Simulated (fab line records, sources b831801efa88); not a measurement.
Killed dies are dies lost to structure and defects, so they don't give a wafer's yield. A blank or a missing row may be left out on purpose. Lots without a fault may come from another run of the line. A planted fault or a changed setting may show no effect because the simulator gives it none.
Which tool did it? | flow gf180mcu | 14 lots, 41 wafers sampled, at 4 steps of a route of 602

WHAT THE GAUGES READ, wafer by wafer
GF_V5_CD_MEAS_14: target cd 260 nm.
lot  | measured     | on        | cd_nm (nm)
L948 | day 27 09:20 | cd_sem-01 | 260.3 261.7 261.4
L949 | day 27 20:17 | cd_sem-01 | 259.5 259.6 260.4
L951 | day 28 17:20 | cd_sem-02 | 258.3 259.4 258.8
L953 | day 28 22:26 | cd_sem-02 | 259.9 260.2 259.9
L954 | day 29 06:53 | cd_sem-01 | 261.2 260.1 260.4
L958 | day 30 09:18 | cd_sem-02 | 260.7 259.2 261.2
L963 | day 31 15:34 | cd_sem-02 | 259.3 258.8 259.0
L964 | day 32 02:22 | cd_sem-02 | 260.2 260.8 260.5
L966 | day 32 08:33 | cd_sem-01 | 259.5 259.1 258.9
L967 | day 32 17:34 | cd_sem-01 | 259.6 260.2 259.7
L969 | day 32 23:37 | cd_sem-01 | 260.7 260.0 259.8
L968 | day 33 00:14 | cd_sem-02 | 258.5 258.4 259.6
L970 | day 33 02:57 | cd_sem-02 | 259.8 259.6
L971 | day 33 03:17 | cd_sem-01 | 259.1 259.0 259.3

GF_TOP_METAL_RS_MEAS_05: measures by four-point-probe.
lot  | measured     | on            | TOP_METAL_ALCU_RS (ohm/sq)
L948 | day 27 11:06 | film_metro-03 | 0.03249 0.03231 0.03254
L949 | day 27 22:02 | film_metro-02 | 0.03362 0.03356 0.03291
L951 | day 28 19:13 | film_metro-01 | 0.03267 0.0324 0.0328
L953 | day 29 00:39 | film_metro-01 | 0.033 0.03263 0.03283
L954 | day 29 08:40 | film_metro-02 | 0.0328 0.03265 0.03274
L958 | day 30 11:08 | film_metro-02 | 0.0331 0.03332 0.03316
L963 | day 31 17:19 | film_metro-02 | 0.03259 0.03267 0.03274
L964 | day 32 04:46 | film_metro-03 | 0.03291 0.03301 0.03295
L966 | day 32 10:23 | film_metro-02 | 0.03278 0.03248 0.0328
L967 | day 32 19:21 | film_metro-02 | 0.03278 0.03277 0.03272
L969 | day 33 01:23 | film_metro-02 | 0.03247 0.03278 0.0324
L968 | day 33 01:59 | film_metro-03 | 0.03202 0.03238 0.03243
L970 | day 33 04:42 | film_metro-03 | 0.03319 0.03321
L971 | day 33 05:05 | film_metro-01 | 0.03256 0.03248 0.03317

GF_PASSIVATION_THK_MEAS_01.
lot  | measured     | on            | PASSIVATION_CVD_00_THK (nm)
L948 | day 28 08:11 | film_metro-02 | 999 1009 1007
L949 | day 28 19:23 | film_metro-02 | 978 979 970
L951 | day 29 15:20 | film_metro-04 | 1004 1013 1021
L953 | day 29 20:47 | film_metro-01 | 1001 1025 1009
L954 | day 30 04:24 | film_metro-02 | 987 1005 1008
L958 | day 31 06:20 | film_metro-01 | 982 988 1002
L963 | day 32 11:13 | film_metro-01 | 986 991 1006
L964 | day 32 22:14 | film_metro-04 | 1003 1014 1005
L966 | day 33 03:34 | film_metro-02 | 992 1003 998
L967 | day 33 11:31 | film_metro-04 | 1008 987 990
L969 | day 33 18:01 | film_metro-04 | 1014 1018 1015
L968 | day 33 19:01 | film_metro-01 | 985 999 987
L970 | day 33 21:17 | film_metro-02 | 998 1006
L971 | day 33 23:23 | film_metro-01 | 1003 1005 1022

WHICH TOOL RAN EACH LOT (tool, then ch and the chambers of the sampled wafers, then the start)
lot  | GF_V5_CVD_23
L948 | cvd_w-02 ch 0,1, day 27 10:17
L949 | cvd_w-01 ch 0,1, day 27 21:13
L951 | cvd_w-01 ch 0, day 28 18:17
L953 | cvd_w-01 ch 0,1, day 28 23:50
L954 | cvd_w-01 ch 0,1, day 29 07:50
L958 | cvd_w-01 ch 0,1, day 30 10:20
L963 | cvd_w-02 ch 0,1, day 31 16:29
L964 | cvd_w-02 ch 0,1, day 32 03:19
L966 | cvd_w-02 ch 0,1, day 32 09:28
L967 | cvd_w-02 ch 0,1, day 32 18:31
L969 | cvd_w-02 ch 0,1, day 33 00:34
L968 | cvd_w-01 ch 0,1, day 33 01:10
L970 | cvd_w-01 ch 0,1, day 33 03:53
L971 | cvd_w-02 ch 0,1, day 33 04:12
- GF_V5_CVD_23: deposits W, target thk 350 nm, time 104.9 s.

WHAT THE TOOLS THEMSELVES READ (means of the sampled wafers that have a number; where no wafer has one, the mark that the record gives instead)
GF_V5_CVD_23.
lot  | tool     | heater_power_w (W)
L948 | cvd_w-02 | 928
L949 | cvd_w-01 | 942
L951 | cvd_w-01 | 1040
L953 | cvd_w-01 | 941
L954 | cvd_w-01 | 859
L958 | cvd_w-01 | 972
L963 | cvd_w-02 | 921
L964 | cvd_w-02 | 944
L966 | cvd_w-02 | 941
L967 | cvd_w-02 | 936
L969 | cvd_w-02 | 930
L968 | cvd_w-01 | 863
L970 | cvd_w-01 | 902
L971 | cvd_w-02 | 932

THE ANSWER, worked out from the rows above alone
Rule: what is usual is taken from the lots themselves. Put in order of their means at a reading, lots are off if they are a third of the lots or fewer, leave a main group of 4 or more, and stand apart from it by a gap of 3 or more times the standard deviation of the main group's means; of several such gaps the widest counts. A main group whose means are all the same, to the digits that the tables above print for the reading, isn't used. A lot without any number at a reading at which 4 lots or more have one is off too. The other lots that the step has rows for count as sound. The gauges are gone through in route order, then the tools' own readings, and for those a lot's mean is taken as printed above. The first step at which some lot is off is used, and at that step the reading that is off furthest; a lot without a number counts as furthest.
No lot is off at any reading shown: from this, nothing can be told.

WHAT THE SIMULATOR HAD PUT IN
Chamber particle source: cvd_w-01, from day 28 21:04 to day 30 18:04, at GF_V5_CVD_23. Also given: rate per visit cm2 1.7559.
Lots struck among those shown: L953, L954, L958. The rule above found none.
